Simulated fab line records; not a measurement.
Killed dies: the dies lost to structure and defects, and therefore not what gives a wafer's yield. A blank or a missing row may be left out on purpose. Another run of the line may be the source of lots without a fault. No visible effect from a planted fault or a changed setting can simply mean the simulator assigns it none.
Comparing a struck lot with a sound one :: flow sky130 :: 15 out of 708 route steps
Sound: these wafers, L606.2, L606.5, L606.6. Wafers L614.3, L614.5, L614.6 were the ones struck. The cause is named last.
Per side, at each step with rows, come the tool, then ch with its chambers, and then its first start. Under that, the readings that differ: sound wafers :: struck wafers :: difference of the means :: sigmas: that difference in standard deviations of wafers without a fault.
alike: a reading whose means differ by less than 2 such deviations, as well as words and numbers matching on both sides. not compared: withheld readings; readings where some wafer has no value; bounds like >300 that might hide an equal value; numbers whose values overlap and for which the record gives no deviation.
The two part at a step that has a row with sigmas, a row that says differs or no value, or rows on one side only. Numbers that have no deviation but don't overlap get no sigmas and don't part them. Lack of a reading on every wafer of one side parts them only where that side has two or more wafers.

first, 2 steps without rows for these wafers: SKY_VIA4_PEB_09; SKY_VIA4_DEVELOP_10 (develop time 60 s).
SKY_VIA4_OVL_MEAS_11:
  sound on overlay-01 at day 43 09:09; struck on overlay-02 at day 45 14:41
  alike: VIA4_OVL
SKY_VIA4_ETCH_12: etches SiO2 in C4F8/O2/Ar, stops on TiN, target depth 580 nm.
  sound on rie-diel-01 ch 0,3, day 43 09:11; struck on rie-diel-04 ch 0,3, day 45 14:43
  alike: oes-product-au, rf-fwd-power-W
SKY_VIA4_STRIP_13: strips in O2/N2.
  sound on plasma-asher-02 ch 0,1, day 43 09:15; struck on plasma-asher-03 ch 0,1, day 45 14:49
  alike: drypump-motor-current-A, oes-product-au, strip-time-to-endpoint-s
  not compared: rf-hours-counter-h
then, 3 steps without rows for these wafers: SKY_VIA4_STRIP_14 (strips in post etch residue remover, time 1200 s); SKY_VIA4_CLEAN_15 (cleans in IPA, time 180 s); SKY_VIA4_CLEAN_16 (cleans in O3/DIW).
SKY_VIA4_SPUTTER_17: material TiN, target thk 20 nm, time 80 s.
  sound on pvd-sputter-03 at day 43 09:50; struck on pvd-sputter-01 at day 45 15:23
  alike: throttle-valve-pct
SKY_VIA4_CVD_18: deposits W, target thk 505 nm, time 152.14 s.
  sound on cvd-w-01 ch 0,1, day 43 09:54; struck on cvd-w-01 ch 0,1, day 45 15:29
  alike: heater-power-w
SKY_VIA4_RS_MEAS_19: measurement is done with a four-point probe.
  sound on film-metro-02 at day 43 10:05; struck on film-metro-04 at day 45 15:38
  alike: VIA4_W_RS
SKY_VIA4_THK_MEAS_20: measures by xrf.
  sound on film-metro-02 at day 43 10:11; struck on film-metro-04 at day 45 15:44
  alike: VIA4_W_THK
SKY_VIA4_CMP_21: polishes, stops on SiO2, t overpolish 25 s, target thk 0 nm.
  sound on cmp-01 ch 0,3, day 43 10:14; struck on cmp-02 ch 1,2,3, day 45 16:02
reading: overpolish-run-s (s)
sound: 25.018 24.997 24.989
struck: 26.580 26.570 26.574
difference: +1.573
sigmas: +99 or more

reading: t-overpolish-s (s)
sound: 25 25 25
struck: 26.582 26.582 26.582
difference: +1.582
sigmas: 
  alike: motor-current-A, retaining-ring-pressure-frac, time-to-endpoint-s
SKY_METAL5_SPUTTER_00: material Ti, target thk 15 nm, time 10 s.
  sound on pvd-sputter-04 at day 43 10:32; struck on pvd-sputter-03 at day 45 16:11
  alike: throttle-valve-pct
-- the record jumps here: 3 days lie between the struck wafers' starts before and after (it left off in module METAL5 and takes up again in module PAD_OPEN, whose first step shown is number 708 of the route) --
SKY_PAD_OPEN_PROBE_99:
  sound on prober-01 at day 46 05:38; struck on prober-01 at day 48 06:30
  alike: defect-limited-yield, killed_at_M0_to_M3, killed_at_M4_up, killed-at-contacts, killed-at-front-end, killed-at-other, killed-dies, killed-open, killed-short, sort_bin_3_pad_short, sort_bin_5_function, sort_bin_6_memory, sort-n-pass, sort-yield-pct

## WHERE THEY PART
Only at SKY_VIA4_CMP_21, as far as this record shows. Later steps at which nothing parts them and some readings are alike: SKY_METAL5_SPUTTER_00, SKY_PAD_OPEN_PROBE_99.

WHY: whatever the simulator had introduced
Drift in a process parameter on cmp-02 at SKY_VIA4_CMP_21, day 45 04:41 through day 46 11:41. From 25, the setting t-overpolish-s moved by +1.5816. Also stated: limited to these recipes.
